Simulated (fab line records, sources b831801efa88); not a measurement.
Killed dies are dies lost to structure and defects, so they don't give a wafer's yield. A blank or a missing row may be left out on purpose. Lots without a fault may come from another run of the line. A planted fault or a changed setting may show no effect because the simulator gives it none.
Which tool did it? | flow sky130 | 6 lots, 18 wafers sampled, at 3 steps of a route of 708

WHAT THE GAUGES READ, wafer by wafer
SKY_SD_N_RS_MEAS_16: measures by four-point-probe.
lot  | measured     | on            | SD_N_RS (ohm/sq)
L600 | day 28 17:38 | film_metro-04 | 68.29 68.43 68.46
L604 | day 30 09:11 | film_metro-01 | 68.66 68.47 68.65
L611 | day 32 17:21 | film_metro-04 | 68.48 68.48 68.35
L613 | day 33 03:52 | film_metro-01 | 68.77 68.70 68.64
L616 | day 33 20:56 | film_metro-01 | 68.71 68.84 68.72
L617 | day 34 04:54 | film_metro-02 | 68.34 68.46 68.54

WHICH TOOL RAN EACH LOT (tool, then ch and the chambers of the sampled wafers, then the start)
lot  | SKY_POLY_CUT_STRIP_12                | SKY_SD_N_CLEAN_13
L600 | plasma_asher-04 ch 0,1, day 25 03:40 | wet_bench-02 ch 0, day 28 17:19
L604 | plasma_asher-01 ch 0,1, day 26 18:50 | wet_bench-02 ch 2, day 30 08:55
L611 | plasma_asher-04 ch 0,1, day 29 05:49 | wet_bench-03 ch 3, day 32 17:07
L613 | plasma_asher-03 ch 0,1, day 29 17:16 | wet_bench-03 ch 2, day 33 03:34
L616 | plasma_asher-03 ch 0,1, day 30 09:43 | wet_bench-04 ch 1, day 33 20:42
L617 | plasma_asher-03 ch 0,1, day 30 18:01 | wet_bench-04 ch 1, day 34 04:41
- SKY_POLY_CUT_STRIP_12: strips in O2/N2.
- SKY_SD_N_CLEAN_13: cleans in SC1/SC2, time 150 s.

THE ANSWER, worked out from the rows above alone
Rule: what is usual is taken from the lots themselves. Put in order of their means at a reading, lots are off if they are a third of the lots or fewer, leave a main group of 4 or more, and stand apart from it by a gap of 3 or more times the standard deviation of the main group's means; of several such gaps the widest counts. A main group whose means are all the same, to the digits that the tables above print for the reading, isn't used. A lot without any number at a reading at which 4 lots or more have one is off too. The other lots that the step has rows for count as sound.
No lot is off at any reading shown: from this, nothing can be told.

WHAT THE SIMULATOR HAD PUT IN
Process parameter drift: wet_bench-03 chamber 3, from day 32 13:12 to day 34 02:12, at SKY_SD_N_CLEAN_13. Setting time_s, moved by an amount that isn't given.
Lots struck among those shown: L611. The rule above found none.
